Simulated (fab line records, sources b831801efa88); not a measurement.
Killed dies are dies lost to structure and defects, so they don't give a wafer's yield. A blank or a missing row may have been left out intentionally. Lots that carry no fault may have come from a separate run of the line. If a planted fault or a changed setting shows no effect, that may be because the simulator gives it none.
2 desks looking at one fault :: flow sky130 :: what lay behind the numbers comes last; until then each desk has only its own

## THE TOOL OWNER'S DESK: pvd-sputter-02
At SKY_METAL4_SPUTTER_04 (material TiN, target thk 70 nm, time 58.3 s) the tool's own readings: per lot run on this tool, the mean of the sampled wafers that have a number. Marked OUT: a lot whose mean sits more than 4 standard deviations from the usual mean, which makes it out of limits; the brackets give that distance.
Columns: A = throttle-valve-pct at SKY_METAL4_SPUTTER_04, usual 29.4 %
lot: L817
first seen here: day 40 21:26
A: 28.7

lot: L819
first seen here: day 41 18:34
A: 29.8

lot: L825
first seen here: day 44 01:36
A: 28.9
This desk's finding: nothing out of limits on any of the 3 lots.

## METROLOGY DESK
Means of the sampled wafers that have a number, per lot and without regard to the tool the lot ran on: this is what the gauges read. Marked OUT: a lot whose mean sits more than 4 standard deviations from the usual mean, which makes it out of limits; the brackets give that distance.
Columns: A = VIA4_OVL at SKY_VIA4_OVL_MEAS_11, usual -0.5 nm
lot: L813
first seen here: day 42 13:42
A: 2.0

lot: L814
first seen here: day 43 04:20
A: -1.4

lot: L815
first seen here: day 43 07:09
A: -1.4

lot: L817
first seen here: day 43 21:43
A: -0.3

lot: L818
first seen here: day 44 06:04
A: 0.1

lot: L819
first seen here: day 44 16:49
A: -0.1

lot: L825
first seen here: day 46 20:01
A: -1.5

lot: L827
first seen here: day 46 22:15
A: -1.4

lot: L832
first seen here: day 48 06:46
A: 0.1

lot: L833
first seen here: day 48 07:04
A: -1.9

lot: L835
first seen here: day 48 12:13
A: 0.2
This desk's finding: nothing out of limits on any of the 11 lots.

## TAKEN TOGETHER
The desk of the tool owner found nothing out of limits.
Nothing out of limits was seen by the metrology desk.

## WHAT WAS PUT IN BY THE SIMULATOR
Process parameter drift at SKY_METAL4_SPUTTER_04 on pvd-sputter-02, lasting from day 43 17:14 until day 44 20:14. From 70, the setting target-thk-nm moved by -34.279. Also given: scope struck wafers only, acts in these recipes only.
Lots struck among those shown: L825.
